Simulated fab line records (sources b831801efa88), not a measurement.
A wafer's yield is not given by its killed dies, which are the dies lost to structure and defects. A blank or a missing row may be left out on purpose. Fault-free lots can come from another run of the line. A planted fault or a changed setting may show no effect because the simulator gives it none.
Split-lot experiment + flow gf180mcu + 5 lots, 23 wafers read, on a route of 602 steps

## ON THE SPLIT
At GF_TOP_METAL_SPUTTER_00 (material Ti, target thk 37.5 nm, time 150 s), the setting power_w was moved away from the recipe's 4000 W on 9 of the 23 wafers read, by -9.2% to +4.5%. All remaining wafers had this setting at the recipe value.

The reading comes from the split's own step.

## THE READING
Ti_of_TOP_METAL_SPUTTER_00.thk_nm (the simulator's own value, which no gauge read), in nm, at GF_TOP_METAL_SPUTTER_00 (material Ti, target thk 37.5 nm, time 150 s). There is no usual value for it anywhere in the file. The 14 wafers here that ran the recipe average 37.55 nm, standard deviation 0.4 nm.

| wafer  | tool, chamber at the split | power_w as run, W | against the recipe | Ti_of_TOP_METAL_SPUTTER_00.thk_nm, nm | against lot-mates on the recipe |
|--------|----------------------------|-------------------|--------------------|---------------------------------------|---------------------------------|
| L074.2 | pvd_sputter-04, -          | 4000              | recipe             | 37.98                                 | -                               |
| L074.3 | pvd_sputter-04, -          | 4159              | +4.0%              | 39.47                                 | +1.46                           |
| L074.4 | pvd_sputter-04, -          | 4000              | recipe             | 38.03                                 | -                               |
| L074.5 | pvd_sputter-04, -          | 4000              | recipe             | 38.03                                 | -                               |
| L074.6 | pvd_sputter-04, -          | 4159              | +4.0%              | 39.32                                 | +1.31                           |
| L078.1 | pvd_sputter-03, -          | 4180              | +4.5%              | 39.54                                 | +1.89                           |
| L078.2 | pvd_sputter-03, -          | 4000              | recipe             | 37.69                                 | -                               |
| L078.4 | pvd_sputter-03, -          | 4000              | recipe             | 37.7                                  | -                               |
| L078.5 | pvd_sputter-03, -          | 4000              | recipe             | 37.55                                 | -                               |
| L078.6 | pvd_sputter-03, -          | 4180              | +4.5%              | 39.7                                  | +2.05                           |
| L082.2 | pvd_sputter-03, -          | 4000              | recipe             | 37.23                                 | -                               |
| L082.3 | pvd_sputter-03, -          | 4000              | recipe             | 36.47                                 | -                               |
| L082.4 | pvd_sputter-03, -          | 4000              | recipe             | 37.2                                  | -                               |
| L084.1 | pvd_sputter-01, -          | 3699              | -7.5%              | 34.32                                 | -3.29                           |
| L084.2 | pvd_sputter-01, -          | 4000              | recipe             | 37.68                                 | -                               |
| L084.3 | pvd_sputter-01, -          | 3699              | -7.5%              | 34.72                                 | -2.89                           |
| L084.4 | pvd_sputter-01, -          | 3699              | -7.5%              | 35                                    | -2.61                           |
| L084.6 | pvd_sputter-01, -          | 4000              | recipe             | 37.54                                 | -                               |
| L085.1 | pvd_sputter-03, -          | 4000              | recipe             | 37.52                                 | -                               |
| L085.3 | pvd_sputter-03, -          | 3631              | -9.2%              | 34.35                                 | -3.17                           |
| L085.4 | pvd_sputter-03, -          | 3631              | -9.2%              | 34.11                                 | -3.41                           |
| L085.5 | pvd_sputter-03, -          | 4000              | recipe             | 37.31                                 | -                               |
| L085.6 | pvd_sputter-03, -          | 4000              | recipe             | 37.73                                 | -                               |

THE FIT
A straight line over all 23 wafers: Ti_of_TOP_METAL_SPUTTER_00.thk_nm changes by +0.392 nm for each +1% of power_w; r = +0.98; the points scatter about the line by 0.37 nm.
The same after taking each lot's own level away (the mean of its wafers on the recipe; 23 wafers): +0.379 nm for each +1%; r = +0.99; scatter 0.22 nm.
The reading moves by 3.5 nm for the largest change in power_w, on that fit.
Across the lots, their own levels run from 36.967 to 38.013 nm, a range of 2.6 times the standard deviation given above.
Hence the lot-to-lot level has little effect on the slope; both slopes agree.
Check: -3.56 nm against its lot-mates is what the line predicts for one of the wafers moved furthest among these (-9.2%) when that wafer is left out of the fit. Against them it came out at -3.17 nm.

## OTHER SPLITS APPLIED TO THESE WAFERS
These wafers also went through other splits before the reading. Each is held against what the fit with the lots' levels taken away leaves over:
| other split on the same wafers  | wafers away from the commonest value | r with Ti_of_TOP_METAL_SPUTTER_00.thk_nm (lot level and that fit taken away) |
|---------------------------------|--------------------------------------|------------------------------------------------------------------------------|
| GF_MIM_SPUTTER_08 power_w       | 6                                    | +0.15                                                                        |
| GF_MIM_METAL_ETCH_19 icp_w      | 7                                    | +0.06                                                                        |
| GF_V5_CMP_04 leave_above_ref_nm | 8                                    | -0.10                                                                        |
| GF_V5_PEB_12 peb_temp_c         | 9                                    | -0.11                                                                        |

## FILE'S OWN FIT
Ti_of_TOP_METAL_SPUTTER_00.thk_nm changes by +0.376 nm for each +1% of power_w, r = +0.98.
